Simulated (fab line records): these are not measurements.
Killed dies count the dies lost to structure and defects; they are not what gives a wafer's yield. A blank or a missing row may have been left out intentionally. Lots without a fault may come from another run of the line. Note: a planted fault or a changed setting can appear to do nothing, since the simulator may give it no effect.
Which of the tools did it? ; flow sky130 ; Sampling: 13 lots, 39 wafers, 4 of 708 route steps

## WHAT EACH GAUGE READ, for each wafer
SKY_VIA3_THK_MEAS_23: measures by xrf.
lot;measured;on;VIA3_W_THK (nm)
L558;day 41 04:00;filmMetro-01;388 388 387
L559;day 41 13:03;filmMetro-02;397 393 391
L560;day 41 17:28;filmMetro-02;406 407 406
L561;day 41 17:43;filmMetro-02;416 400 407
L562;day 41 21:27;filmMetro-04;401 407 405
L563;day 42 06:34;filmMetro-01;390 391 391
L564;day 42 13:25;filmMetro-04;405 408 410
L565;day 43 01:03;filmMetro-02;397 396 396
L567;day 43 04:45;filmMetro-02;395 404 396
L568;day 43 13:41;filmMetro-04;397 395 394
L575;day 45 20:28;filmMetro-01;403 402 402
L577;day 46 00:18;filmMetro-01;401 403 393
L576;day 46 00:40;filmMetro-02;398 407 398

SKY_METAL4_OVL_MEAS_14.
lot;measured;on;METAL4_OVL (nm)
L558;day 43 03:28;overlay-02;-3 -5 1
L559;day 43 12:32;overlay-01;-9 -2 -8
L560;day 43 16:16;overlay-01;5 4 0
L561;day 43 17:48;overlay-02;-5 -4 -4
L562;day 43 21:14;overlay-01;-9 -4 -2
L563;day 44 04:40;overlay-01;-5 -2 0
L564;day 44 12:46;overlay-02;-2 3 0
L565;day 44 23:22;overlay-02;-5 -11 -10
L567;day 45 02:28;overlay-01;3 5 2
L568;day 45 10:32;overlay-02;-4 -6 -4
L575;day 47 14:11;overlay-01;1 7 -5
L577;day 47 18:17;overlay-01;7 0 2
L576;day 47 18:37;overlay-01;-3 -4 -7

## WHICH TOOL RAN EACH LOT (tool, then ch and the chambers of the sampled wafers, then the start)
lot;SKY_VIA3_CVD_21;SKY_METAL4_SPUTTER_03
L558;cvdW-01 ch 1, day 41 03:45;pvdSputter-04, day 41 04:26
L559;cvdW-01 ch 0,1, day 41 12:49;pvdSputter-01, day 41 13:30
L560;cvdW-02 ch 1, day 41 17:13;pvdSputter-04, day 41 17:55
L561;cvdW-02 ch 0,1, day 41 17:26;pvdSputter-04, day 41 18:13
L562;cvdW-02 ch 0,1, day 41 21:13;pvdSputter-04, day 41 21:54
L563;cvdW-01 ch 0,1, day 42 06:19;pvdSputter-04, day 42 07:00
L564;cvdW-02 ch 1, day 42 13:10;pvdSputter-04, day 42 13:51
L565;cvdW-01 ch 0,1, day 43 00:48;pvdSputter-01, day 43 01:29
L567;cvdW-02 ch 0,1, day 43 04:31;pvdSputter-01, day 43 05:12
L568;cvdW-02 ch 0, day 43 13:27;pvdSputter-04, day 43 14:08
L575;cvdW-01 ch 0,1, day 45 20:14;pvdSputter-03, day 45 20:55
L577;cvdW-01 ch 0,1, day 46 00:03;pvdSputter-04, day 46 00:44
L576;cvdW-01 ch 0,1, day 46 00:25;pvdSputter-01, day 46 01:06
- SKY_VIA3_CVD_21: deposits W, target thk 390 nm, time 117.31 s.
- SKY_METAL4_SPUTTER_03: material Ti, target thk 5 nm, time 3.3 s.

## AS READ BY THE TOOLS THEMSELVES (means over the sampled wafers that have a number; for cases with no such wafer, the mark the record gives instead)
SKY_VIA3_CVD_21.
lot;tool;heaterPowerW (W)
L558;cvdW-01;741
L559;cvdW-01;825
L560;cvdW-02;965
L561;cvdW-02;931
L562;cvdW-02;933
L563;cvdW-01;839
L564;cvdW-02;965
L565;cvdW-01;829
L567;cvdW-02;884
L568;cvdW-02;848
L575;cvdW-01;838
L577;cvdW-01;798
L576;cvdW-01;787

SKY_METAL4_SPUTTER_03.
lot;tool;cathodeDcPowerW (W);throttleValvePct (%)
L558;pvdSputter-04;3000.6;30.1
L559;pvdSputter-01;3000.5;29.1
L560;pvdSputter-04;3000.4;30.9
L561;pvdSputter-04;2999.8;30.7
L562;pvdSputter-04;2999.7;30.9
L563;pvdSputter-04;3000.0;30.7
L564;pvdSputter-04;2921.5;30.2
L565;pvdSputter-01;3000.1;29.2
L567;pvdSputter-01;2999.4;29.4
L568;pvdSputter-04;2921.4;30.7
L575;pvdSputter-03;3000.0;29.6
L577;pvdSputter-04;3000.4;31.2
L576;pvdSputter-01;3000.2;28.6

## THE ANSWER, worked out from the rows above alone
Rule: the lots themselves supply what counts as usual. Put in order of their means at a reading, lots are off if they are a third of the lots or fewer, leave a main group of 4 or more, and stand apart from it by a gap of 3 or more times the standard deviation of the main group's means; of several such gaps the widest counts. The tables above print the reading to a certain number of digits; a main group whose means all agree to those digits is not used. Also off: a lot with no number at a reading for which 4 or more lots have one. The other lots that the step has rows for count as sound. The gauges are gone through in route order, then the tools' own readings, and for those a lot's mean is taken as printed above. At the first step where some lot is off, the reading lying furthest off is the one used; lots without a number count as furthest.
Off: L564, L568 (SKY_METAL4_SPUTTER_03, cathodeDcPowerW). Mean 3000.1 W and standard deviation 0.35 in the main group.
A tool fits if, at that step or a process step before it, it ran every lot that is off, and no sound lot after the first of them. None of those tried fits.

## WHAT THE SIMULATOR HAD PUT IN
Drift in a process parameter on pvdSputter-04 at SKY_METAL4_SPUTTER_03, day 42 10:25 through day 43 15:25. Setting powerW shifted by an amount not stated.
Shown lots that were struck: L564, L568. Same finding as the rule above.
